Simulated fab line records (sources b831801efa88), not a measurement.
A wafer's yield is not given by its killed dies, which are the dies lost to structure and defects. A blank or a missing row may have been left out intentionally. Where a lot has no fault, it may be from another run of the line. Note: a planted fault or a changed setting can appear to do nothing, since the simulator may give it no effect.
One fault seen from 2 desks | flow sky130 | every desk sees just its own numbers, and what lay behind them comes last

== DESK OF THE TOOL OWNER: hdpcvd-02 ==
The tool's own readings at SKY_VIA1_HDPCVD_00 (deposits SiO2, target thk 1030 nm, time 171.7 s): means of the sampled wafers that have a number, for each lot that ran on this tool. The brackets show how far a lot's mean lies from the usual mean; more than 4 standard deviations puts the lot out of limits, marked OUT.
Columns: A = sih4-flow-sccm at SKY_VIA1_HDPCVD_00, usual 60.00 sccm
lot  | first seen here | A
L548 | day 33 03:21    | 60.09
L549 | day 33 21:16    | 60.10
L552 | day 34 20:43    | 60.15
L555 | day 35 09:13    | 60.05
L556 | day 35 19:10    | 70.15 (+53) OUT
L558 | day 36 15:53    | 70.04 (+53) OUT
L567 | day 39 01:58    | 59.89
Finding of this desk: L556, L558 out of limits; the first was L556 at day 35 19:10, on sih4-flow-sccm at SKY_VIA1_HDPCVD_00. Within limits: L548, L549, L552, L555, L567.

== AT THE METROLOGY DESK ==
Means of the sampled wafers that have a number, per lot and without regard to the tool the lot ran on: this is what the gauges read. The brackets show how far a lot's mean lies from the usual mean; more than 4 standard deviations puts the lot out of limits, marked OUT.
Columns: A = CONTACT_W_THK at SKY_CONTACT_THK_MEAS_26, usual 352 nm; B = METAL1_ALCU_THK at SKY_METAL1_THK_MEAS_06, usual 248 nm; C = VIA1_HDPCVD_THK at SKY_VIA1_THK_MEAS_01, usual 1032 nm
lot  | first seen here | A   | B   | C
L547 | day 31 17:43    | 340 | 252 | 1028
L548 | day 31 23:42    | 348 | 249 | 1023
L549 | day 32 16:53    | 371 | 244 | 1017
L552 | day 33 16:44    | 345 | 245 | 1035
L555 | day 34 04:55    | 361 | 251 | 1043
L556 | day 34 14:52    | 352 | 248 | 1199 (+14) OUT
L558 | day 35 12:24    | 352 | 250 | 1198 (+14) OUT
L561 | day 36 04:15    | 362 | 245 | 1047
L562 | day 36 09:31    | 335 | 245 | 1024
L566 | day 37 17:55    | 345 | 248 | 1039
L567 | day 37 22:52    | 352 | 247 | 1025
L570 | day 38 18:51    | 364 | 246 | 1046
This desk's result: L556, L558 out of limits, first on L556 (VIA1_HDPCVD_THK at SKY_VIA1_THK_MEAS_01), day 35 19:17. Within limits: L547, L548, L549, L552, L555, L561, L562, L566, L567, L570.

== TAKEN TOGETHER ==
The tool owner's desk had the chance to raise an alarm at day 35 19:10 on L556, L558.
The metrology desk could have raised an alarm at day 35 19:17, on L556, L558.
On hdpcvd-02, each named lot ran SKY_VIA1_HDPCVD_00.

== WHAT THE SIMULATOR HAD INSERTED ==
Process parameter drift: hdpcvd-02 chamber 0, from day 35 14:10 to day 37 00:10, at SKY_VIA1_HDPCVD_00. From 60, the setting sih4-flow-sccm moved by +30. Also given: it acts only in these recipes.
Lots struck among those shown: L556, L558.
Counting hours from when the fault started, the first reading out of limits came at 5 for the tool owner's desk and at 5 for the metrology desk.
